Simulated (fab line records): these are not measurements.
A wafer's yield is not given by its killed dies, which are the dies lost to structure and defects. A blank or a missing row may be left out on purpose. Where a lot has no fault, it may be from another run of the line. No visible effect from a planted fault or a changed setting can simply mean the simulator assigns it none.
Which of the tools did it? / flow sky130 / Sampling: 13 lots, 39 wafers, 2 of 708 route steps

== WHAT THE GAUGES READ, wafer by wafer ==
SKY_VT_ADJUST_HVTP_OVL_MEAS_08. Usual: VT_ADJUST_HVTP_OVL 0.1 nm, standard deviation 1.3.
lot=L681; measured=day 6 04:12; on=overlay-02; VT_ADJUST_HVTP_OVL (nm)=-0.6 -0.1 0.8; flag=
lot=L682; measured=day 6 10:50; on=overlay-02; VT_ADJUST_HVTP_OVL (nm)=1.6 1.2 1.6; flag=
lot=L683; measured=day 6 15:49; on=overlay-02; VT_ADJUST_HVTP_OVL (nm)=-1.1 0.0 -0.4; flag=
lot=L684; measured=day 6 22:48; on=overlay-02; VT_ADJUST_HVTP_OVL (nm)=-0.4 -0.8 -0.8; flag=
lot=L687; measured=day 7 16:32; on=overlay-01; VT_ADJUST_HVTP_OVL (nm)=-0.3 -1.2 0.3; flag=
lot=L690; measured=day 8 14:27; on=overlay-01; VT_ADJUST_HVTP_OVL (nm)=0.1 -0.8 -0.2; flag=
lot=L694; measured=day 9 13:35; on=overlay-01; VT_ADJUST_HVTP_OVL (nm)=-2.4 -0.9 -0.2; flag=
lot=L695; measured=day 9 17:29; on=overlay-01; VT_ADJUST_HVTP_OVL (nm)=1.4 0.2 0.3; flag=
lot=L696; measured=day 9 23:17; on=overlay-01; VT_ADJUST_HVTP_OVL (nm)=1.3 0.9 0.6; flag=
lot=L699; measured=day 11 00:25; on=overlay-01; VT_ADJUST_HVTP_OVL (nm)=-1.2 1.2 -0.5; flag=
lot=L700; measured=day 11 04:37; on=overlay-01; VT_ADJUST_HVTP_OVL (nm)=-4.0 -3.3 -2.7; flag=
lot=L701; measured=day 11 08:29; on=overlay-01; VT_ADJUST_HVTP_OVL (nm)=0.1 1.9 1.8; flag=
lot=L703; measured=day 11 19:17; on=overlay-02; VT_ADJUST_HVTP_OVL (nm)=-0.7 1.2 -0.5; flag=

== EACH LOT AND THE TOOL THAT RAN IT (in order: tool; ch and the chambers of the sampled wafers; start) ==
lot=L681; SKY_FIELD_ISO_STRIP_16=plasma-asher-01 ch 0,1, day 2 08:00
lot=L682; SKY_FIELD_ISO_STRIP_16=plasma-asher-01 ch 0,1, day 2 13:30
lot=L683; SKY_FIELD_ISO_STRIP_16=plasma-asher-01 ch 0,1, day 2 16:27
lot=L684; SKY_FIELD_ISO_STRIP_16=plasma-asher-02 ch 0,1, day 2 22:48
lot=L687; SKY_FIELD_ISO_STRIP_16=plasma-asher-01 ch 0,1, day 3 12:17
lot=L690; SKY_FIELD_ISO_STRIP_16=plasma-asher-02 ch 0,1, day 4 06:08
lot=L694; SKY_FIELD_ISO_STRIP_16=plasma-asher-04 ch 0,1, day 5 00:29
lot=L695; SKY_FIELD_ISO_STRIP_16=plasma-asher-01 ch 0,1, day 5 05:32
lot=L696; SKY_FIELD_ISO_STRIP_16=plasma-asher-01 ch 0,1, day 5 10:57
lot=L699; SKY_FIELD_ISO_STRIP_16=plasma-asher-04 ch 0,1, day 6 06:39
lot=L700; SKY_FIELD_ISO_STRIP_16=plasma-asher-02 ch 0,1, day 6 12:05
lot=L701; SKY_FIELD_ISO_STRIP_16=plasma-asher-01 ch 0,1, day 6 15:11
lot=L703; SKY_FIELD_ISO_STRIP_16=plasma-asher-04 ch 0,1, day 6 23:21
- SKY_FIELD_ISO_STRIP_16: strips in O2/N2.

== AS READ BY THE TOOLS THEMSELVES (means over the sampled wafers that have a number; for cases with no such wafer, the mark the record gives instead) ==
SKY_FIELD_ISO_STRIP_16. Usual: drypump-motor-current-A 5.6 A, standard deviation 0.58; oes-product-au 0.377 a.u., standard deviation 0.0049; strip-time-to-endpoint-s 3.52 s, standard deviation 0.038.
lot=L681; tool=plasma-asher-01; drypump-motor-current-A (A)=6.1; oes-product-au (a.u.)=0.379; strip-time-to-endpoint-s (s)=3.48; flag=
lot=L682; tool=plasma-asher-01; drypump-motor-current-A (A)=6.1; oes-product-au (a.u.)=0.378; strip-time-to-endpoint-s (s)=3.55; flag=
lot=L683; tool=plasma-asher-01; drypump-motor-current-A (A)=6.1; oes-product-au (a.u.)=0.374; strip-time-to-endpoint-s (s)=3.50; flag=
lot=L684; tool=plasma-asher-02; drypump-motor-current-A (A)=4.9; oes-product-au (a.u.)=0.377; strip-time-to-endpoint-s (s)=3.54; flag=
lot=L687; tool=plasma-asher-01; drypump-motor-current-A (A)=6.1; oes-product-au (a.u.)=0.379; strip-time-to-endpoint-s (s)=3.54; flag=
lot=L690; tool=plasma-asher-02; drypump-motor-current-A (A)=4.9; oes-product-au (a.u.)=0.378; strip-time-to-endpoint-s (s)=3.50; flag=
lot=L694; tool=plasma-asher-04; drypump-motor-current-A (A)=5.3; oes-product-au (a.u.)=0.379; strip-time-to-endpoint-s (s)=3.55; flag=
lot=L695; tool=plasma-asher-01; drypump-motor-current-A (A)=6.1; oes-product-au (a.u.)=0.373; strip-time-to-endpoint-s (s)=3.49; flag=
lot=L696; tool=plasma-asher-01; drypump-motor-current-A (A)=6.1; oes-product-au (a.u.)=0.380; strip-time-to-endpoint-s (s)=3.55; flag=
lot=L699; tool=plasma-asher-04; drypump-motor-current-A (A)=5.2; oes-product-au (a.u.)=0.375; strip-time-to-endpoint-s (s)=3.49; flag=
lot=L700; tool=plasma-asher-02; drypump-motor-current-A (A)=4.9; oes-product-au (a.u.)=0.374; strip-time-to-endpoint-s (s)=3.50; flag=
lot=L701; tool=plasma-asher-01; drypump-motor-current-A (A)=6.1; oes-product-au (a.u.)=0.377; strip-time-to-endpoint-s (s)=3.50; flag=
lot=L703; tool=plasma-asher-04; drypump-motor-current-A (A)=5.3; oes-product-au (a.u.)=0.373; strip-time-to-endpoint-s (s)=3.50; flag=

== THE ANSWER, worked out from the rows above alone ==
Rule: take the mean of a lot's wafers that have a number; if it is more than 3 standard deviations from the usual mean, the lot is off. A lot without any number at a reading at which 4 lots or more have one is off too. All remaining lots with rows at the step are treated as sound. Order of review: gauges by route order, followed by the tools' own readings, for which a lot's mean as printed above is used. The first step at which some lot is off is used, and at that step the reading that is off furthest; a lot without a number counts as furthest.
None of the lots is off at any reading shown; this tells nothing.

== WHAT THE SIMULATOR HAD INSERTED ==
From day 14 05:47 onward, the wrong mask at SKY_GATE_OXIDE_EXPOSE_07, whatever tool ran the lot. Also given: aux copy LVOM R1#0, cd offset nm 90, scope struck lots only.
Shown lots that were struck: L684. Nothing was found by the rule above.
